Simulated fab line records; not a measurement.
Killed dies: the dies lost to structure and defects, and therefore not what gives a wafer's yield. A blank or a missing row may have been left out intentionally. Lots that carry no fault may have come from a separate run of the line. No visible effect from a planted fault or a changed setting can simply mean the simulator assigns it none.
A struck lot beside a sound one | flow sky130 | 44 out of 708 route steps
Sound: these wafers, L440.3, L440.5, L440.6. The struck wafers were L432.1, L432.5, L432.6. The cause is named last.
Per side, at each step with rows, come the tool, then ch with its chambers, and then its first start. Under that, the readings that differ: sound wafers | struck wafers | difference of the means | sigmas: that difference in standard deviations of wafers without a fault.
alike: readings with means less than 2 such deviations apart, plus words and numbers identical on both sides. not compared: withheld readings, readings lacking a value on some wafer, bounds such as >300 that could conceal the same value, and numbers that have no deviation in the record and whose values overlap.
Wherever a step has rows on one side only, a row that says differs or no value, or a row with sigmas, the two part there. When numbers do not overlap yet have no deviation, they are printed without sigmas and do not part them. A reading that every wafer of one side lacks parts them only if that side has two wafers or more.

first, 2 steps without rows for these wafers: SKY_DNWELL_DEVELOP_06 (develop time 60 s); SKY_DNWELL_IMPLANT_07.
SKY_DNWELL_STRIP_08: strips in O2/N2.
  sound on plasma asher-04 ch 0,1, day 6 18:05; struck on plasma asher-04 ch 0,1, day 5 00:50
  alike: drypump motor current A, oes product au, strip time to endpoint s
  not compared: rf hours counter h
SKY_DNWELL_TW_MEAS_09:
  sound on film metro-02, day 6 18:10; struck on film metro-02, day 5 00:56
  alike: DNWELL_TW
then, 7 steps without rows for these wafers: SKY_PWDE_DEHYDRATE_00 (time 60 s); SKY_PWDE_HMDS_01 (prime time 60 s); SKY_PWDE_COAT_02 (resist thk 3000 nm); SKY_PWDE_SOFTBAKE_03; SKY_PWDE_EXPOSE_04 (exposes mask PWDEM, target cd 840 nm); SKY_PWDE_PEB_05; SKY_PWDE_DEVELOP_06 (develop time 60 s).
SKY_PWDE_OVL_MEAS_07:
  sound on overlay-02, day 7 13:25; struck on overlay-02, day 5 17:57
  alike: PWDE_OVL
SKY_PWDE_IMPLANT_08:
  sound on implanter-02 ch 0, day 7 13:29; struck on implanter-04 ch 0, day 5 17:59
  reading                   | sound                | struck               | difference | sigmas
  beam energy keV           | 149.95 150.01 149.98 | 127.99 128.00 128.02 | -21.98     | -99 or more
  model.implant.rp nm (nm)  | 445.2 445.2 445.2    | 389.9 389.9 389.9    | -55.3      |
  model.implant.drp nm (nm) | 97.97 97.97 97.97    | 92.22 92.22 92.22    | -5.75      |
SKY_PWDE_STRIP_09: strips in O2/N2.
  sound on plasma asher-01 ch 0,1, day 7 13:37; struck on plasma asher-02 ch 0,1, day 5 18:08
  alike: drypump motor current A, oes product au, strip time to endpoint s
  not compared: rf hours counter h
SKY_PWDE_TW_MEAS_10:
  sound on film metro-03, day 7 13:43; struck on film metro-02, day 5 18:14
  reading | sound       | struck      | difference | sigmas
  PWDE_TW | 375 375 374 | 365 367 365 | -9         | -3
then, 7 steps without rows for these wafers: SKY_NWELL_DEHYDRATE_03 (time 60 s); SKY_NWELL_HMDS_04 (prime time 60 s); SKY_NWELL_COAT_05 (resist thk 3000 nm); SKY_NWELL_SOFTBAKE_06; SKY_NWELL_EXPOSE_07 (exposes mask NWM, target cd 840 nm); SKY_NWELL_PEB_08; SKY_NWELL_DEVELOP_09 (develop time 60 s).
SKY_NWELL_OVL_MEAS_10:
  sound on overlay-01, day 8 07:27; struck on overlay-02, day 6 12:53
  alike: NWELL_00_OVL
then, 3 steps without rows for these wafers: SKY_NWELL_IMPLANT_11; SKY_NWELL_IMPLANT_12; SKY_NWELL_IMPLANT_13.
SKY_NWELL_STRIP_14: strips in O2/N2.
  sound on plasma asher-04 ch 0,1, day 8 07:58; struck on plasma asher-01 ch 0,1, day 6 13:22
  alike: drypump motor current A, oes product au, strip time to endpoint s
  not compared: rf hours counter h
SKY_NWELL_TW_MEAS_15:
  sound on film metro-03, day 8 08:02; struck on film metro-04, day 6 13:28
  alike: NWELL_TW
then, 7 steps without rows for these wafers: SKY_NWELL_DEHYDRATE_16 (time 60 s); SKY_NWELL_HMDS_17 (prime time 60 s); SKY_NWELL_COAT_18 (resist thk 3000 nm); SKY_NWELL_SOFTBAKE_19; SKY_NWELL_EXPOSE_20 (exposes mask NWM COMPLEMENT, target cd 840 nm); SKY_NWELL_PEB_21; SKY_NWELL_DEVELOP_22 (develop time 60 s).
SKY_NWELL_OVL_MEAS_23:
  sound on overlay-02, day 9 05:15; struck on overlay-02, day 7 08:32
  alike: NWELL_01_OVL
then, 1 step without rows for these wafers: SKY_NWELL_IMPLANT_24.
SKY_NWELL_STRIP_25: strips in O2/N2.
  sound on plasma asher-04 ch 0,1, day 9 05:28; struck on plasma asher-03 ch 0,1, day 7 08:43
  alike: drypump motor current A, oes product au, strip time to endpoint s
  not compared: rf hours counter h
SKY_NWELL_TW_MEAS_26:
  sound on film metro-04, day 9 05:32; struck on film metro-03, day 7 08:49
  alike: NWELL_2_TW
then, 1 step without rows for these wafers: SKY_NWELL_CLEAN_27 (cleans in SC1/SC2, time 150 s).
SKY_NWELL_RTA_28: time 30 s.
  sound on rtp anneal-02 ch 0, day 9 05:40; struck on rtp anneal-01 ch 0, day 7 08:56
  alike: lamp power pct, wafer_temp_C_max
SKY_NWELL_RS_MEAS_29: the measuring method here is four-point-probe.
  sound on film metro-03, day 9 05:46; struck on film metro-04, day 7 09:02
  reading           | sound             | struck            | difference | sigmas
  NWELL_RS (ohm/sq) | 623.5 622.0 622.5 | 628.9 627.7 626.9 | +5.2       | +3
SKY_NWELL_RS_MEAS_31: the measuring method here is four-point-probe.
  sound on film metro-03, day 9 06:01; struck on film metro-04, day 7 09:16
  reading          | sound          | struck         | difference | sigmas
  PWDE_RS (ohm/sq) | 5242 5240 5240 | 5307 5308 5304 | +66        | +4
-- the record jumps here: 40 days lie between the struck wafers' starts before and after (it left off in module NWELL and takes up again in module PAD_OPEN, whose first step shown is number 708 of the route) --
SKY_PAD_OPEN_PROBE_99:
  sound on prober-02, day 49 06:04; struck on prober-02, day 47 20:25
  reading                                 | sound                       | struck                        | difference | sigmas
  model.etest.res_p_drift_20v.line ohm um | 1.034e+04 1.23e+04 1.04e+04 | 2.288e+04 1.976e+04 2.312e+04 | +1.091e+04 |
  model.etest.res_p_drift_20v.rs ohm sq   | 8685 1.029e+04 8743         | 1.915e+04 1.651e+04 1.913e+04 | +9.024e+03 |
  alike: killed_at_M0_to_M3, killed_at_M4_up, killed at contacts, killed at front end, killed at other, killed dies, killed open, killed short

## WHERE THEY PART
First at SKY_PWDE_IMPLANT_08; last, within this record, at SKY_NWELL_RS_MEAS_31. Later steps at which nothing parts them and some readings are alike: SKY_PAD_OPEN_PROBE_99.

WHY: what the simulator had put in
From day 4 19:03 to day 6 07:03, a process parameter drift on implanter-04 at SKY_PWDE_IMPLANT_08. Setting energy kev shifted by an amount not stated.
